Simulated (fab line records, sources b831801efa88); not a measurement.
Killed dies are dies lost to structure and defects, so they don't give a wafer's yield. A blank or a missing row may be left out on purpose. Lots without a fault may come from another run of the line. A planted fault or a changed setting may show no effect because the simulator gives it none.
fab line records | flow sky130
record lots=5 wafers=15 last_day=48
route steps=708 shown METAL1@441 VIA1@458
lots that met no fault: from a run of the same line without faults
start_h: hours from the record's first day to the start of the lot's first wafer shown | wait_h: hours since the lot's step before | " the same as in the row above | L1.1+2: a row that stands for several wafers | - no value, or no start given | * or withheld: withheld | < > ~ a bound
route shown NAME@n: a module of which the file shows steps, and the number in the route of the first | usual: mean/standard deviation of fault-free wafers | same: alike in all rows | chamber/n: place in a boat | sites: the reading at each site | _std_site: their standard deviation | _edge_site: outer sites' mean less inner sites' | radius_mm: how far each site lies from the wafer's centre | mask NAME#n: copy n | behind: the tool/chamber that last shaped the wafer | hold: why the lot was held/for how many hours/how that ended | device: the transistor (n, p or np) that didn't switch | end of line: the same wafers' tests at the end of the route | a step without rows: its recipe alone | killed: dies lost to structure and defects at the first sort, not the wafer's yield | map: a wafer's dies, x killed, . not, _ none there
set.NAME: the setting as run; set.NAME@STEP: as run at that earlier step | model.NAME: the simulator's own value behind a step, which no gauge read
lots at some steps of the route; a table a step, a row a wafer
services: from which hour (start_h, from the record's first day; less than 0 if before it) a tool's chamber was out of use, for how many hours, and why
## steps
# step SKY_METAL1_DEHYDRATE_07
# recipe temp_c=200 time_s=60
# columns lot.wafer tool chamber start_h wait_h
L074.2+3+6 litho_track-03 0 740.90 13.4
L076.1+2+3 litho_track-03 0 756.08 13.1
L077.1+2+3 litho_track-03 0 764.68 13.1
L086.1+4+6 litho_track-03 0 847.48 12.1
L088.1+2+3 litho_track-02 0 861.92 12.1
# step SKY_METAL1_HMDS_08
# recipe prime_time_s=60 prime_temp_c=120
# usual prime_temp_c=120.01/0.13
# columns lot.wafer tool chamber start_h wait_h prime_temp_c
L074.2 litho_track-03 0 741.05 0.1 120.12
L074.3 " 0 " " 120.18
L074.6 " 0 " " 120.17
L076.1 litho_track-03 0 756.23 0.1 120.14
L076.2 " 0 " " 120.14
L076.3 " 0 " " 120.05
L077.1 litho_track-03 0 764.83 0.1 120.05
L077.2 " 0 " " 119.96
L077.3 " 0 " " 120.02
L086.1 litho_track-03 0 847.63 0.1 119.88
L086.4 " 0 " " 120.06
L086.6 " 0 " " 120.18
L088.1 litho_track-02 0 862.07 0.1 120.11
L088.2 " 0 " " 120.00
L088.3 " 0 " " 119.80
# step SKY_METAL1_COAT_09
# recipe resist=BARC temp_c=withheld time_s=withheld spin_rpm=3000 resist_thk_nm=60
# columns lot.wafer tool chamber start_h wait_h
L074.2+3+6 litho_track-03 0 741.20 0.1
L076.1+2+3 litho_track-03 0 756.38 0.1
L077.1+2+3 litho_track-03 0 764.98 0.1
L086.1+4+6 litho_track-03 0 847.78 0.1
L088.1+2+3 litho_track-02 0 862.22 0.1
# step SKY_METAL1_COAT_10
# recipe resist=KrF-thick spin_rpm=3000 resist_thk_nm=450
# columns lot.wafer tool chamber start_h wait_h
L074.2+3+6 litho_track-03 0 - -
L076.1+2+3 litho_track-03 0 - -
L077.1+2+3 litho_track-03 0 - -
L086.1+4+6 litho_track-03 0 - -
L088.1+2+3 litho_track-02 0 - -
# step SKY_METAL1_SOFTBAKE_11
# recipe temp_c=100 time_s=90 resist=KrF-thick
# columns lot.wafer tool chamber start_h wait_h
L074.2+3+6 litho_track-03 0 - -
L076.1+2+3 litho_track-03 0 - -
L077.1+2+3 litho_track-03 0 - -
L086.1+4+6 litho_track-03 0 - -
L088.1+2+3 litho_track-02 0 - -
# step SKY_METAL1_EXPOSE_12
# recipe mask_id=MM1 na=0.8 source_shape=annular sigma_inner=0.55 sigma_outer=0.85 target_cd_nm=140 dose_mj=28
# same na=0.8
# columns lot.wafer tool chamber start_h wait_h mask
L074.2+3+6 krf_scanner-02 0 - - MM1#0
L076.1+2+3 krf_scanner-02 0 - - MM1#0
L077.1+2+3 krf_scanner-01 0 - - MM1#0
L086.1+4+6 krf_scanner-02 0 - - MM1#0
L088.1+2+3 krf_scanner-02 0 - - MM1#0
# step SKY_METAL1_PEB_13
# recipe peb_temp_c=withheld peb_time_s=withheld resist=KrF-thick
# columns lot.wafer tool chamber start_h wait_h
L074.2+3+6 litho_track-03 0 - -
L076.1+2+3 litho_track-02 0 - -
L077.1+2+3 litho_track-02 0 - -
L086.1+4+6 litho_track-03 0 - -
L088.1+2+3 litho_track-03 0 - -
# step SKY_METAL1_DEVELOP_14
# recipe develop_time_s=60 resist=KrF-thick dev_temp_c=21
# columns lot.wafer tool chamber start_h wait_h
L074.2+3+6 litho_track-03 0 - -
L076.1+2+3 litho_track-02 0 - -
L077.1+2+3 litho_track-02 0 - -
L086.1+4+6 litho_track-03 0 - -
L088.1+2+3 litho_track-03 0 - -
# step SKY_METAL1_CD_MEAS_15
# recipe target_cd_nm=140
# usual cd_nm=140.2/1.6
# columns lot.wafer tool chamber start_h wait_h cd_nm
L074.2 cd_sem-02 - 754.80 - 140.1
L074.3 " - " " 139.6
L074.6 " - " " 140.4
L076.1 cd_sem-02 - 770.12 - 138.1
L076.2 " - " " 138.5
L076.3 " - " " 138.8
L077.1 cd_sem-02 - 778.22 - 141.6
L077.2 " - " " 141.6
L077.3 " - " " 141.9
L086.1 cd_sem-02 - 860.88 - 138.5
L086.4 " - " " 137.5
L086.6 " - " " 137.4
L088.1 cd_sem-01 - 875.38 - 139.4
L088.2 " - " " 141.9
L088.3 " - " " 140.2
# step SKY_METAL1_OVL_MEAS_16
# usual METAL1_OVL=-7/5.1
# columns lot.wafer tool chamber start_h wait_h METAL1_OVL[nm]
L074.2 overlay-01 - 754.91 0.1 -13
L074.3 " - " " -11
L074.6 " - " " -7
L076.1 overlay-02 - 770.24 0.1 -11
L076.2 " - " " -1
L076.3 " - " " -2
L077.1 overlay-02 - 778.34 0.1 -8
L077.2 " - " " -4
L077.3 " - " " -6
L086.1 overlay-01 - 861.00 0.1 -2
L086.4 " - " " -7
L086.6 " - " " -8
L088.1 overlay-01 - 875.50 0.1 -6
L088.2 " - " " -11
L088.3 " - " " -13
# step SKY_METAL1_DESCUM_17
# recipe chemistry=O2 source_power_w=150 bias_power_w=0 pressure_mtorr=10 temp_c=40 time_s=8
# usual drypump_motor_current_A=5.7/0.43 oes_product_au=0.999/0.0083 rf_fwd_power_W=147.4/0.65
# columns lot.wafer tool chamber start_h wait_h drypump_motor_current_A oes_product_au rf_fwd_power_W rf_hours_counter_h
L074.2 rie_metal-01 0 754.94 0.0 5.8 0.997 146.3 4
L074.3 " 0 " " 5.8 0.986 146.2 -
L074.6 " 0 " " 5.8 1.001 147.1 -
L076.1 rie_metal-01 1 770.28 0.0 4.9 0.991 147.5 1
L076.2 " 0 " " 5.8 1.001 146.7 4
L076.3 " 0 " " 5.8 0.999 146.7 -
L077.1 rie_metal-03 1 778.38 0.0 5.4 1.009 148.2 10
L077.2 " 0 " " 5.9 1.011 147.7 1
L077.3 " 0 " " 5.9 1.009 148.3 -
L086.1 rie_metal-01 1 861.04 0.0 5.0 0.993 146.8 5
L086.4 " 0 " " 5.8 1.004 146.4 -
L086.6 " 0 " " 5.8 1.000 146.8 -
L088.1 rie_metal-03 0 875.54 0.0 5.9 1.003 147.4 4
L088.2 " 1 " " 5.4 1.000 147.2 13
L088.3 " 0 " " 5.9 0.998 147.6 -
# step SKY_METAL1_ETCH_18
# recipe chemistry=N2/H2 target=BARC ion_energy_ev=200 bias_w=100 pressure_mtorr=30 n2_flow_sccm=100 h2_flow_sccm=200 icp_w=500 stop_on=SiO2 time_s=45.9 target_depth_a=600
# usual drypump_motor_current_A=5.7/0.43 oes_product_au=0.854/0.0052 rf_fwd_power_W=495.9/1.9 throttle_valve_pct=13.225/0.0099
# columns lot.wafer tool chamber start_h wait_h drypump_motor_current_A oes_product_au rf_fwd_power_W rf_hours_counter_h throttle_valve_pct
L074.2 rie_metal-01 0 754.97 0.0 5.8 0.865 493.6 4 13.238
L074.3 " 0 " " 5.8 0.856 491.3 - 13.225
L074.6 " 0 " " 5.8 0.852 493.6 - 13.219
L076.1 rie_metal-01 1 770.31 0.0 4.9 0.855 493.9 1 13.225
L076.2 " 0 " " 5.8 0.855 492.4 4 13.214
L076.3 " 0 " " 5.8 0.848 494.3 - 13.233
L077.1 rie_metal-03 1 778.41 0.0 5.4 0.854 496.4 10 13.220
L077.2 " 0 " " 5.9 0.851 494.7 1 13.231
L077.3 " 0 " " 5.9 0.859 495.5 - 13.232
L086.1 rie_metal-01 1 861.07 0.0 5.0 0.854 496.6 5 13.228
L086.4 " 0 " " 5.8 0.855 490.9 - 13.221
L086.6 " 0 " " 5.8 0.851 496.1 - 13.230
L088.1 rie_metal-03 0 875.57 0.0 5.9 0.850 497.3 4 13.228
L088.2 " 1 " " 5.4 0.851 495.8 13 13.214
L088.3 " 0 " " 5.9 0.854 496.2 - 13.227
# step SKY_METAL1_METAL_ETCH_19
# recipe target_depth_a=3600 stop_on=SiO2 over_etch_frac=0.3 time_s=78 chemistry=Cl2/BCl3 resist_sidewall_deg=88 pressure_mtorr=10 icp_w=900 bias_w=48.5 Cl2_flow_sccm=60 bcl3_flow_sccm=30
# usual drypump_motor_current_A=5.7/0.43 oes_product_au=0.855/0.0058 rf_fwd_power_W=894.8/2.9 throttle_valve_pct=22.265/0.0097
# columns lot.wafer tool chamber start_h wait_h drypump_motor_current_A oes_product_au rf_fwd_power_W rf_hours_counter_h throttle_valve_pct
L074.2 rie_metal-01 0 755.03 0.0 5.8 0.863 898.4 4 22.271
L074.3 " 0 " " 5.8 0.859 896.0 - 22.274
L074.6 " 0 " " 5.8 0.856 897.1 - 22.279
L076.1 rie_metal-01 1 770.37 0.0 4.9 0.854 893.5 1 22.275
L076.2 " 0 " " 5.8 0.857 889.2 4 22.269
L076.3 " 0 " " 5.8 0.858 890.7 - 22.266
L077.1 rie_metal-03 1 778.47 0.0 5.4 0.856 893.7 10 22.279
L077.2 " 0 " " 5.9 0.847 893.3 1 22.286
L077.3 " 0 " " 5.9 0.849 896.8 - 22.265
L086.1 rie_metal-01 1 861.13 0.0 5.0 0.861 893.8 5 22.253
L086.4 " 0 " " 5.8 0.848 892.3 - 22.269
L086.6 " 0 " " 5.8 0.846 892.5 - 22.273
L088.1 rie_metal-03 0 875.63 0.0 5.9 0.847 899.2 4 22.253
L088.2 " 1 " " 5.4 0.847 893.6 13 22.278
L088.3 " 0 " " 5.9 0.851 894.9 - 22.267
# step SKY_METAL1_STRIP_20
# recipe chemistry=O2/N2 power_w=1400 pressure_mtorr=1500 platen_temp_c=withheld o2_flow_sccm=3000 n2_flow_sccm=300 overash_fraction=0.5
# usual drypump_motor_current_A=5.49/0.27 oes_product_au=0.343/0.0048 strip_time_to_endpoint_s=2.69/0.035
# columns lot.wafer tool chamber start_h wait_h drypump_motor_current_A oes_product_au rf_hours_counter_h strip_time_to_endpoint_s
L074.2 plasma_asher-03 1 755.12 0.1 5.48 0.336 1 2.67
L074.3 " 1 " " 5.47 0.346 - 2.64
L074.6 " 1 " " 5.48 0.344 - 2.67
L076.1 plasma_asher-02 1 770.46 0.1 5.10 0.348 34 2.70
L076.2 " 0 " " 5.86 0.351 34 2.70
L076.3 " 1 " " 5.09 0.335 - 2.67
L077.1 plasma_asher-03 1 778.56 0.1 5.44 0.345 4 2.69
L077.2 " 0 " " 5.75 0.342 4 2.64
L077.3 " 1 " " 5.47 0.346 - 2.65
L086.1 plasma_asher-01 0 861.22 0.1 5.35 0.346 104 2.80
L086.4 " 0 " " 5.32 0.342 - 2.76
L086.6 " 0 " " 5.34 0.336 - 2.76
L088.1 plasma_asher-02 1 875.72 0.1 5.09 0.339 45 2.66
L088.2 " 0 " " 5.88 0.347 45 2.64
L088.3 " 1 " " 5.08 0.336 - 2.69
# step SKY_METAL1_STRIP_21
# recipe chemistry=post_etch_residue_remover time_s=1200 temp_c=72.5
# columns lot.wafer tool chamber start_h wait_h
L074.2+3+6 wet_bench-01 0 755.22 0.1
L076.1+2+3 wet_bench-01 2 770.56 0.1
L077.1+2+3 wet_bench-01 2 778.66 0.1
L086.1+4+6 wet_bench-03 1 861.32 0.1
L088.1+2+3 wet_bench-03 0 875.82 0.1
# step SKY_METAL1_CLEAN_22
# recipe chemistry=IPA time_s=180 temp_c=25
# columns lot.wafer tool chamber start_h wait_h
L074.2+3+6 wet_bench-02 0 755.56 0.0
L076.1+2+3 wet_bench-02 2 770.90 0.0
L077.1+2+3 wet_bench-03 2 779.04 0.0
L086.1+4+6 wet_bench-01 3 861.69 0.0
L088.1+2+3 wet_bench-01 3 876.19 0.0
# step SKY_METAL1_CLEAN_23
# recipe chemistry=O3/DIW dry=n2_spin
# columns lot.wafer tool chamber start_h wait_h
L074.2+3+6 wet_bench-03 1 755.68 0.0
L076.1+2+3 wet_bench-01 1 771.02 0.0
L077.1+2+3 wet_bench-01 0 779.10 0.0
L086.1+4+6 wet_bench-02 1 861.76 0.0
L088.1+2+3 wet_bench-01 1 876.25 0.0
# step SKY_VIA1_HDPCVD_00
# recipe material=SiO2 target_thk_nm=1030 sigma_open_frac=0.3 time_s=171.7 temp_c=400 sih4_flow_sccm=60 pressure_mtorr=6
# columns lot.wafer tool chamber start_h wait_h
L074.2+3+6 hdpcvd-02 2,1,1 755.86 0.0
L076.1+2+3 hdpcvd-02 1,0,2 771.11 0.0
L077.1+2+3 hdpcvd-01 0,1,1 779.20 0.0
L086.1+4+6 hdpcvd-02 1,1,0 861.96 0.0
L088.1+2+3 hdpcvd-01 2,1,0 876.34 0.0
# step SKY_VIA1_THK_MEAS_01
# recipe reads=SiO2_of_VIA1_HDPCVD_00
# usual VIA1_HDPCVD_THK=1029/9.3
# columns lot.wafer tool chamber start_h wait_h VIA1_HDPCVD_THK[nm]
L074.2 film_metro-02 - 755.98 0.1 1037
L074.3 " - " " 1044
L074.6 " - " " 1040
L076.1 film_metro-01 - 771.23 0.1 1028
L076.2 " - " " 1027
L076.3 " - " " 1036
L077.1 film_metro-02 - 779.37 0.1 1019
L077.2 " - " " 1023
L077.3 " - " " 1023
L086.1 film_metro-04 - 862.07 0.1 1028
L086.4 " - " " 1030
L086.6 " - " " 1030
L088.1 film_metro-04 - 876.46 0.1 1030
L088.2 " - " " 1035
L088.3 " - " " 1026
# step SKY_VIA1_CMP_02
# recipe material=SiO2 down_force_psi=4 platen_rpm=60 pad_velocity_m_s=0.94248
# usual motor_current_A=11.7/1.4 slurry_filter_dp_kPa=13.49/0.15
# columns lot.wafer tool chamber start_h wait_h motor_current_A slurry_filter_dp_kPa
L074.3 cmp-02 1 756.13 0.1 14.2 13.59
L074.2 " 2 " " 12.7 13.53
L074.6 " 0 " " 11.4 13.28
L076.3 cmp-02 0 771.29 0.0 12.0 13.36
L076.1 " 1 " " 13.8 13.22
L076.2 " 2 " " 11.4 13.60
L077.3 cmp-02 3 779.48 0.1 9.9 13.45
L077.2 " 0 " " 12.0 13.43
L077.1 " 1 " " 14.5 13.36
L086.4 cmp-02 2 862.13 0.0 12.4 13.35
L086.1 " 1 " " 13.6 13.28
L086.6 " 2 " " 12.1 13.41
L088.2 cmp-01 0 876.57 0.1 10.5 13.60
L088.3 " 1 " " 14.0 13.66
L088.1 " 2 " " 9.4 13.63
# step SKY_VIA1_BOW_MEAS_03
# recipe mode=bow
# usual VIA1_BOW=80/6.2
# columns lot.wafer tool chamber start_h wait_h VIA1_BOW[um]
L074.2 film_metro-04 - 756.35 0.1 77
L074.3 " - " " 79
L074.6 " - " " 79
L076.1 film_metro-01 - 771.59 0.2 73
L076.2 " - " " 85
L076.3 " - " " 68
L077.1 film_metro-02 - 779.73 0.1 75
L077.2 " - " " 80
L077.3 " - " " 90
L086.1 film_metro-04 - 862.43 0.1 76
L086.4 " - " " 75
L086.6 " - " " 76
L088.1 film_metro-01 - 876.82 0.1 80
L088.2 " - " " 77
L088.3 " - " " 87
# step SKY_VIA1_DEHYDRATE_04
# recipe temp_c=200 time_s=60
# columns lot.wafer tool chamber start_h wait_h
L074.2+3+6 litho_track-03 0 769.16 12.8
L076.1+2+3 litho_track-04 0 784.49 12.9
L077.1+2+3 litho_track-01 0 792.61 12.9
L086.1+4+6 litho_track-04 0 874.59 12.1
L088.1+2+3 litho_track-04 0 888.99 12.2
# step SKY_VIA1_HMDS_05
# recipe prime_time_s=60 prime_temp_c=120
# usual prime_temp_c=120.01/0.13
# columns lot.wafer tool chamber start_h wait_h prime_temp_c
L074.2 litho_track-03 0 769.31 0.1 119.80
L074.3 " 0 " " 119.94
L074.6 " 0 " " 119.76
L076.1 litho_track-04 0 784.64 0.1 119.90
L076.2 " 0 " " 120.08
L076.3 " 0 " " 120.16
L077.1 litho_track-01 0 792.76 0.1 120.26
L077.2 " 0 " " 120.15
L077.3 " 0 " " 120.00
L086.1 litho_track-04 0 874.74 0.1 120.18
L086.4 " 0 " " 120.16
L086.6 " 0 " " 120.12
L088.1 litho_track-04 0 889.14 0.1 120.01
L088.2 " 0 " " 119.84
L088.3 " 0 " " 120.07
# step SKY_VIA1_COAT_06
# recipe resist=BARC temp_c=withheld time_s=withheld spin_rpm=3000 resist_thk_nm=60
# columns lot.wafer tool chamber start_h wait_h
L074.2+3+6 litho_track-03 0 769.46 0.1
L076.1+2+3 litho_track-04 0 784.79 0.1
L077.1+2+3 litho_track-01 0 792.91 0.1
L086.1+4+6 litho_track-04 0 874.89 0.1
L088.1+2+3 litho_track-04 0 889.29 0.1
# step SKY_VIA1_COAT_07
# recipe resist=KrF-thick spin_rpm=3000 resist_thk_nm=450
# columns lot.wafer tool chamber start_h wait_h
L074.2+3+6 litho_track-03 0 - -
L076.1+2+3 litho_track-04 0 - -
L077.1+2+3 litho_track-01 0 - -
L086.1+4+6 litho_track-04 0 - -
L088.1+2+3 litho_track-04 0 - -
# step SKY_VIA1_SOFTBAKE_08
# recipe temp_c=100 time_s=90 resist=KrF-thick
# columns lot.wafer tool chamber start_h wait_h
L074.2+3+6 litho_track-03 0 - -
L076.1+2+3 litho_track-04 0 - -
L077.1+2+3 litho_track-01 0 - -
L086.1+4+6 litho_track-04 0 - -
L088.1+2+3 litho_track-04 0 - -
# step SKY_VIA1_EXPOSE_09
# recipe mask_id=VIM na=0.8 source_shape=annular sigma_inner=0.55 sigma_outer=0.85 target_cd_nm=150 dose_mj=38
# same na=0.8
# columns lot.wafer tool chamber start_h wait_h mask
L074.2+3+6 krf_scanner-01 0 - - VIM#0
L076.1+2+3 krf_scanner-01 0 - - VIM#0
L077.1+2+3 krf_scanner-02 0 - - VIM#0
L086.1+4+6 krf_scanner-01 0 - - VIM#0
L088.1+2+3 krf_scanner-01 0 - - VIM#0
# step SKY_VIA1_PEB_10
# recipe peb_temp_c=withheld peb_time_s=withheld resist=KrF-thick
# columns lot.wafer tool chamber start_h wait_h
L074.2+3+6 litho_track-01 0 - -
L076.1+2+3 litho_track-03 0 - -
L077.1+2+3 litho_track-01 0 - -
L086.1+4+6 litho_track-03 0 - -
L088.1+2+3 litho_track-03 0 - -
# step SKY_VIA1_DEVELOP_11
# recipe develop_time_s=60 resist=KrF-thick dev_temp_c=21
# columns lot.wafer tool chamber start_h wait_h
L074.2+3+6 litho_track-01 0 - -
L076.1+2+3 litho_track-03 0 - -
L077.1+2+3 litho_track-01 0 - -
L086.1+4+6 litho_track-03 0 - -
L088.1+2+3 litho_track-03 0 - -
# step SKY_VIA1_CD_MEAS_12
# recipe target_cd_nm=150
# usual cd_nm=150.0/1.5
# columns lot.wafer tool chamber start_h wait_h cd_nm
L074.2 cd_sem-02 - 783.08 - 153.1
L074.3 " - " " 152.0
L074.6 " - " " 153.2
L076.1 cd_sem-02 - 798.28 - 150.1
L076.2 " - " " 149.6
L076.3 " - " " 149.7
L077.1 cd_sem-01 - 806.01 - 149.3
L077.2 " - " " 149.5
L077.3 " - " " 149.7
L086.1 cd_sem-01 - 887.93 - 151.7
L086.4 " - " " 151.1
L086.6 " - " " 151.2
L088.1 cd_sem-01 - 901.88 - 148.5
L088.2 " - " " 148.4
L088.3 " - " " 149.7
# step SKY_VIA1_OVL_MEAS_13
# usual VIA1_OVL=0/5
# columns lot.wafer tool chamber start_h wait_h VIA1_OVL[nm]
L074.2 overlay-01 - 783.18 0.1 -2
L074.3 " - " " 1
L074.6 " - " " -2
L076.1 overlay-02 - 798.40 0.1 -3
L076.2 " - " " -3
L076.3 " - " " -3
L077.1 overlay-02 - 806.13 0.1 -6
L077.2 " - " " -1
L077.3 " - " " -3
L086.1 overlay-02 - 888.05 0.1 -11
L086.4 " - " " -6
L086.6 " - " " -4
L088.1 overlay-01 - 902.00 0.1 5
L088.2 " - " " 3
L088.3 " - " " 1
# step SKY_VIA1_ETCH_14
# recipe chemistry=N2/H2 target=BARC ion_energy_ev=200 source_w=500 bias_w=100 pressure_mtorr=30 n2_flow_sccm=100 h2_flow_sccm=200 stop_on=SiO2 time_s=45.9 target_depth_a=600
# usual drypump_motor_current_A=5.7/0.49 oes_product_au=0.853/0.0046 rf_fwd_power_W=494.4/2 throttle_valve_pct=13.223/0.009
# columns lot.wafer tool chamber start_h wait_h drypump_motor_current_A oes_product_au rf_fwd_power_W rf_hours_counter_h throttle_valve_pct
L074.2 rie_diel-03 1 783.21 0.0 5.1 0.855 495.2 3 13.211
L074.3 " 3 " " 5.5 0.855 495.5 11 13.236
L074.6 " 3 " " 5.5 0.862 493.0 - 13.202
L076.1 rie_diel-02 3 798.44 0.0 6.1 0.845 492.7 5 13.223
L076.2 " 0 " " 5.4 0.850 497.2 4 13.217
L076.3 " 2 " " 5.0 0.849 491.4 6 13.206
L077.1 rie_diel-02 1 806.16 0.0 5.3 0.853 491.2 5 13.226
L077.2 " 0 " " 5.4 0.855 493.6 4 13.221
L077.3 " 2 " " 5.1 0.845 491.9 6 13.238
L086.1 rie_diel-01 2 888.09 0.0 5.4 0.863 495.2 4 13.220
L086.4 " 3 " " 6.3 0.856 495.1 11 13.219
L086.6 " 3 " " 6.3 0.853 493.2 - 13.212
L088.1 rie_diel-02 0 902.04 0.0 5.5 0.854 495.6 6 13.211
L088.2 " 2 " " 5.0 0.863 490.2 8 13.225
L088.3 " 1 " " 5.3 0.856 493.9 7 13.211
# step SKY_VIA1_ETCH_15
# recipe target=SiO2 chemistry=C4F8/O2/Ar target_depth_nm=351 stop_on=TiN mask_material=KrF-thick source_w=1500 bias_w=1200 pressure_mtorr=40 c4f8_flow_sccm=withheld O2_flow_sccm=6 Ar_flow_sccm=300 time_s=54
# usual oes_product_au=0.980/0.0059 rf_fwd_power_W=1485/5.8
# columns lot.wafer tool chamber start_h wait_h oes_product_au rf_fwd_power_W rf_hours_counter_h
L074.2 rie_diel-03 1 783.25 0.0 0.983 1496 3
L074.3 " 3 " " 0.982 1480 11
L074.6 " 3 " " 0.988 1484 -
L076.1 rie_diel-02 3 798.48 0.0 0.979 1483 5
L076.2 " 0 " " 0.973 1483 4
L076.3 " 2 " " 0.989 1475 6
L077.1 rie_diel-02 1 806.20 0.0 0.982 1483 5
L077.2 " 0 " " 0.981 1487 4
L077.3 " 2 " " 0.990 1480 6
L086.1 rie_diel-01 2 888.13 0.0 0.979 1480 4
L086.4 " 3 " " 0.989 1478 11
L086.6 " 3 " " 0.978 1483 -
L088.1 rie_diel-02 0 902.08 0.0 0.985 1489 6
L088.2 " 2 " " 0.980 1473 8
L088.3 " 1 " " 0.982 1483 7
# step SKY_VIA1_STRIP_16
# recipe chemistry=O2/N2 power_w=1400 pressure_mtorr=1500 platen_temp_c=withheld o2_flow_sccm=3000 n2_flow_sccm=300 overash_fraction=0.5
# usual drypump_motor_current_A=5.8/0.34 oes_product_au=0.416/0.0046 strip_time_to_endpoint_s=4.455/0.02
# columns lot.wafer tool chamber start_h wait_h drypump_motor_current_A oes_product_au rf_hours_counter_h strip_time_to_endpoint_s
L074.2 plasma_asher-03 1 783.30 0.0 5.5 0.419 5 4.463
L074.3 " 0 " " 5.8 0.415 - 4.477
L074.6 " 0 " " 5.8 0.414 - 4.436
L076.1 plasma_asher-04 0 798.53 0.0 5.8 0.419 66 4.485
L076.2 " 1 " " 6.3 0.408 66 4.432
L076.3 " 1 " " 6.2 0.412 - 4.471
L077.1 plasma_asher-04 1 806.25 0.0 6.2 0.416 67 4.458
L077.2 " 0 " " 5.7 0.414 67 4.454
L077.3 " 1 " " 6.2 0.412 - 4.421
L086.1 plasma_asher-03 0 888.18 0.0 5.7 0.418 15 4.442
L086.4 " 1 " " 5.5 0.411 - 4.443
L086.6 " 1 " " 5.5 0.415 - 4.435
L088.1 plasma_asher-04 0 902.13 0.0 5.8 0.415 76 4.484
L088.2 " 1 " " 6.2 0.411 76 4.475
L088.3 " 1 " " 6.2 0.417 - 4.460
# step SKY_VIA1_STRIP_17
# recipe chemistry=post_etch_residue_remover time_s=1200 temp_c=72.5
# columns lot.wafer tool chamber start_h wait_h
L074.2+3+6 wet_bench-02 0 783.40 0.1
L076.1+2+3 wet_bench-01 0 798.63 0.1
L077.1+2+3 wet_bench-01 2 806.35 0.1
L086.1+4+6 wet_bench-01 2 888.28 0.1
L088.1+2+3 wet_bench-04 2 902.23 0.1
# step SKY_VIA1_CLEAN_18
# recipe chemistry=IPA time_s=180 temp_c=25
# columns lot.wafer tool chamber start_h wait_h
L074.2+3+6 wet_bench-01 3 783.74 0.0
L076.1+2+3 wet_bench-04 0 799.31 0.0
L077.1+2+3 wet_bench-04 0 807.10 0.0
L086.1+4+6 wet_bench-02 0 888.65 0.0
L088.1+2+3 wet_bench-01 3 902.57 0.0
# step SKY_VIA1_CLEAN_19
# recipe chemistry=O3/DIW dry=n2_spin
# columns lot.wafer tool chamber start_h wait_h
L074.2+3+6 wet_bench-04 1 783.80 0.0
L076.1+2+3 wet_bench-04 2 799.37 0.0
L077.1+2+3 wet_bench-02 1 807.16 0.0
L086.1+4+6 wet_bench-04 1 888.76 0.0
L088.1+2+3 wet_bench-04 2 902.63 0.0
# step SKY_VIA1_SPUTTER_20
# recipe material=TiN target_thk_nm=20 chamber_pressure_pa=5 power_w=4000 time_s=80
# usual throttle_valve_pct=30.2/1.1
# columns lot.wafer tool chamber start_h wait_h throttle_valve_pct
L074.2 pvd_sputter-03 - 783.90 0.0 31.7
L074.3 " - " " 28.8
L074.6 " - " " 28.8
L076.1 pvd_sputter-03 - 799.47 0.0 29.0
L076.2 " - " " 31.5
L076.3 " - " " 28.3
L077.1 pvd_sputter-04 - 807.25 0.0 29.2
L077.2 " - " " 30.8
L077.3 " - " " 30.3
L086.1 pvd_sputter-04 - 888.86 0.0 29.7
L086.4 " - " " 30.1
L086.6 " - " " 30.2
L088.1 pvd_sputter-03 - 902.72 0.0 31.8
L088.2 " - " " 28.4
L088.3 " - " " 31.4
# step SKY_VIA1_CVD_21
# recipe material=W target_thk_nm=270 time_s=80.902 temp_c=400 pressure_torr=40
# usual heater_power_w=914/45
# columns lot.wafer tool chamber start_h wait_h heater_power_w
L074.2 cvd_w-02 1 783.96 0.0 944
L074.3 " 0 " " 939
L074.6 " 1 " " 929
L076.1 cvd_w-01 0 799.53 0.0 964
L076.2 " 1 " " 847
L076.3 " 1 " " 892
L077.1 cvd_w-01 1 807.31 0.0 854
L077.2 " 0 " " 959
L077.3 " 1 " " 853
L086.1 cvd_w-01 1 888.92 0.0 849
L086.4 " 0 " " 971
L086.6 " 1 " " 870
L088.1 cvd_w-02 1 902.78 0.0 905
L088.2 " 0 " " 936
L088.3 " 0 " " 953
# step SKY_VIA1_RS_MEAS_22
# recipe thk_meas_gauge=four-point-probe reads=W_of_VIA1_CVD_21+TiN_of_VIA1_SPUTTER_20
# usual VIA1_W_RS=0.427/0.0064
# columns lot.wafer tool chamber start_h wait_h VIA1_W_RS[ohm/sq]
L074.2 film_metro-04 - 784.07 0.1 0.416
L074.3 " - " " 0.407
L074.6 " - " " 0.417
L076.1 film_metro-04 - 799.63 0.1 0.432
L076.2 " - " " 0.431
L076.3 " - " " 0.434
L077.1 film_metro-02 - 807.41 0.1 0.427
L077.2 " - " " 0.431
L077.3 " - " " 0.424
L086.1 film_metro-02 - 889.01 0.1 0.429
L086.4 " - " " 0.429
L086.6 " - " " 0.431
L088.1 film_metro-01 - 902.87 0.1 0.435
L088.2 " - " " 0.421
L088.3 " - " " 0.424
# step SKY_VIA1_THK_MEAS_23
# recipe thk_meas_gauge=xrf reads=W_of_VIA1_CVD_21
# usual VIA1_W_THK=274/4.3
# columns lot.wafer tool chamber start_h wait_h VIA1_W_THK[nm]
L074.2 film_metro-04 - 784.18 0.1 283
L074.3 " - " " 287
L074.6 " - " " 281
L076.1 film_metro-04 - 799.75 0.1 272
L076.2 " - " " 271
L076.3 " - " " 270
L077.1 film_metro-02 - 807.53 0.1 272
L077.2 " - " " 272
L077.3 " - " " 274
L086.1 film_metro-02 - 889.13 0.1 273
L086.4 " - " " 272
L086.6 " - " " 272
L088.1 film_metro-01 - 902.99 0.1 270
L088.2 " - " " 279
L088.3 " - " " 275
## services
# columns tool chamber start_h hours kind
cvd_w-01 - 718.36 1.7 repair
cmp-02 - 719.51 1.4 repair
pvd_sputter-03 - 720.57 5.4 repair
plasma_asher-03 - 733.75 9.0 pm
hdpcvd-02 - 735.15 0.9 repair
krf_scanner-01 - 738.18 0.8 pm
cmp-02 - 744.00 4.0 pm
rie_diel-02 0 765.48 2.8 repair
krf_scanner-02 - 772.64 2.7 repair
rie_diel-02 1 783.88 1.9 repair
krf_scanner-02 - 785.72 1.3 pm
krf_scanner-02 - 805.40 1.0 pm
krf_scanner-01 - 814.35 3.6 pm
krf_scanner-01 - 817.91 1.0 pm
krf_scanner-01 - 853.82 1.3 pm
krf_scanner-02 - 855.21 0.8 pm
rie_metal-03 - 855.99 0.7 repair
rie_diel-02 1 868.47 9.3 repair
krf_scanner-02 - 875.66 0.4 repair
cmp-02 - 880.78 2.1 repair
krf_scanner-02 - 887.74 1.2 repair
wet_bench-02 - 898.87 3.6 repair
krf_scanner-01 - 900.28 6.8 repair
cmp-02 - 901.54 4.7 pm
## key
fault none
